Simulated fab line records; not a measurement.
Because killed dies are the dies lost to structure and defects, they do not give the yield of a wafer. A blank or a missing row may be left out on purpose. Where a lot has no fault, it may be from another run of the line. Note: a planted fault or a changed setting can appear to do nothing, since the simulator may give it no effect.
Which tool is to blame? / flow gf180mcu / Sampling: 7 lots, 21 wafers, 2 of 602 route steps

## WHAT THE GAUGES SHOWED, per wafer
GF_V3_THK_MEAS_25: measures by xrf.
lot=L535; measured=day 22 20:20; on=film_metro-01; V3_W_THK (nm)=357 359 358
lot=L537; measured=day 23 20:04; on=film_metro-01; V3_W_THK (nm)=356 362 355
lot=L540; measured=day 24 13:16; on=film_metro-04; V3_W_THK (nm)=361 359 357
lot=L548; measured=day 26 23:11; on=film_metro-01; V3_W_THK (nm)=350 351 350
lot=L550; measured=day 27 21:32; on=film_metro-04; V3_W_THK (nm)=354 353 361
lot=L555; measured=day 29 06:43; on=film_metro-02; V3_W_THK (nm)=346 356 354
lot=L557; measured=day 29 17:05; on=film_metro-02; V3_W_THK (nm)=349 348 343

## EACH LOT AND THE TOOL THAT RAN IT (in order: tool; ch and the chambers of the sampled wafers; start)
lot=L535; GF_V3_STRIP_18=plasma_asher-02 ch 0,1, day 22 19:04
lot=L537; GF_V3_STRIP_18=plasma_asher-03 ch 0,1, day 23 19:06
lot=L540; GF_V3_STRIP_18=plasma_asher-02 ch 0, day 24 12:23
lot=L548; GF_V3_STRIP_18=plasma_asher-04 ch 0,1, day 26 22:16
lot=L550; GF_V3_STRIP_18=plasma_asher-02 ch 0,1, day 27 20:38
lot=L555; GF_V3_STRIP_18=plasma_asher-03 ch 0,1, day 29 05:49
lot=L557; GF_V3_STRIP_18=plasma_asher-03 ch 0,1, day 29 16:07
- GF_V3_STRIP_18: strips in O2/N2.

## THE ANSWER, worked out from the rows above alone
Rule: what is usual is taken from the lots themselves. Put in order of their means at a reading, lots are off if they are a third of the lots or fewer, leave a main group of 4 or more, and stand apart from it by a gap of 3 or more times the standard deviation of the main group's means; of several such gaps the widest counts. The tables above print the reading to a certain number of digits; a main group whose means all agree to those digits is not used. A lot without any number at a reading at which 4 lots or more have one is off too. The other lots that the step has rows for count as sound.
No lot is off at any reading shown: from this, nothing can be told.

## WHAT THE SIMULATOR PUT IN
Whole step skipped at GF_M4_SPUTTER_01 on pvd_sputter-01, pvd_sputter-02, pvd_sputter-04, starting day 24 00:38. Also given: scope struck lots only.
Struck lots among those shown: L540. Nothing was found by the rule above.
